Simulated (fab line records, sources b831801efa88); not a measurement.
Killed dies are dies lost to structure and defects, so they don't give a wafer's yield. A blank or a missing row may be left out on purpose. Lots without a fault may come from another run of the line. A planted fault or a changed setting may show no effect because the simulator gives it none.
A struck lot beside a sound one | flow sfq_line | 14 steps out of a route of 325
Sound: wafers L615.2, L615.5, L615.6. Struck: wafer L630.6. (L630.2, L630.5 of the same lot were not struck and are left out.) The cause comes at the end.
At each step with rows: each side's tool, then ch and its chambers, then its first start. Under that, the readings that differ: sound wafers | struck wafers | difference of the means | sigmas: that difference in standard deviations of wafers without a fault.
alike: readings whose means differ by less than 2 such deviations, and words and numbers that are the same on both sides. not compared: withheld readings, readings that some wafer has no value for, bounds like >300 that may hide the same value, and numbers for which the record gives no deviation and whose values overlap.
The two part at a step that has a row with sigmas, a row that says differs or no value, or rows on one side only. Numbers that don't overlap but have no deviation are shown without sigmas and don't part them. A reading that every wafer of one side lacks parts them only if that side has two wafers or more.

first, 2 steps without rows for these wafers: SFQ_TRILAYER_I1_VIA_STRIP_SOLV_CLEAN_054 (cleans in NMP, time 600 s); SFQ_TRILAYER_M2_DEP_PRE_CLEAN_056 (time 22.5 s).
SFQ_TRILAYER_M2_DEP_SPUTTER_055: material Nb, target thk 200 nm, time 133.3 s.
  sound on pvd_sputter-03, day 25 03:59; struck on pvd_sputter-06, day 30 15:19
  alike: throttle_valve_pct
SFQ_M2_RS_MEAS_914: measures by four-point-probe.
  sound on film_metro-02, day 25 04:06; struck on film_metro-04, day 30 15:26
  alike: M2_NB_RS
then, 6 steps without rows for these wafers: SFQ_TRILAYER_M2_LITHO_COAT_062 (resist thk 62 nm); SFQ_TRILAYER_M2_LITHO_COAT_057 (resist thk 600 nm); SFQ_TRILAYER_M2_LITHO_SOFTBAKE_061; SFQ_TRILAYER_M2_LITHO_EXPOSE_058 (exposes mask M2, target cd 500 nm); SFQ_TRILAYER_M2_LITHO_PEB_060 (peb time 60 s); SFQ_TRILAYER_M2_LITHO_DEVELOP_059 (time 60 s).
-- the record jumps here: 6 days lie between the struck wafers' starts before and after --
SFQ_M2_OVL_MEAS_916:
  sound on overlay-02, day 31 14:20; struck on overlay-01, day 36 17:25
  alike: M2_OVL
SFQ_TRILAYER_M2_BARC_OPEN_METAL_ETCH_077: etches BARC in O2, target depth 125 nm, time 41.7 s.
  sound on rie_metal-03 ch 0,1, day 31 14:22; struck on rie_metal-03 ch 1, day 36 17:26
  reading                                             | sound             | struck | difference | sigmas
  rf_fwd_power_W (W)                                  | 593 590 599       | 497    | -97        | -32
  model.KrF_of_TRILAYER_M2_LITHO_COAT_057.thk_nm (nm) | 524.1 523.9 524.2 | 532.2  | +8.1       |
  alike: drypump_motor_current_A, he_backside_leak_sccm, oes_product_au
  not compared: rf_hours_counter_h
SFQ_TRILAYER_M2_ETCH_METAL_ETCH_060: etches Nb in Cl2/Ar, stops on SiO2, target depth 240 nm, time 120 s.
  sound on rie_metal-03 ch 0,1, day 31 14:26; struck on rie_metal-03 ch 1, day 36 17:30
  reading                                             | sound             | struck | difference | sigmas
  rf_fwd_power_W (W)                                  | 598.1 597.8 595.9 | 593.5  | -3.8       | -2
  model.KrF_of_TRILAYER_M2_LITHO_COAT_057.thk_nm (nm) | 385.1 384.9 386.2 | 390.3  | +4.9       |
  alike: drypump_motor_current_A, he_backside_leak_sccm, oes_product_au
  not compared: rf_hours_counter_h
SFQ_TRILAYER_M2_STRIP_STRIP_061: strips in O2.
  sound on rie_metal-03 ch 0,1, day 31 14:33; struck on rie_metal-03 ch 1, day 36 17:37
  alike: drypump_motor_current_A, he_backside_leak_sccm, oes_product_au
  not compared: rf_hours_counter_h

WHERE THEY PART
First at SFQ_TRILAYER_M2_BARC_OPEN_METAL_ETCH_077; last, within this record, at SFQ_TRILAYER_M2_ETCH_METAL_ETCH_060. Later steps at which nothing parts them and some readings are alike: SFQ_TRILAYER_M2_STRIP_STRIP_061.

WHY: what the simulator had put in
Process parameter drift: rie_metal-03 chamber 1, from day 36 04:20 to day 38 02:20, at SFQ_TRILAYER_M2_BARC_OPEN_METAL_ETCH_077. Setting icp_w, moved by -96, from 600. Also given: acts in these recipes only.
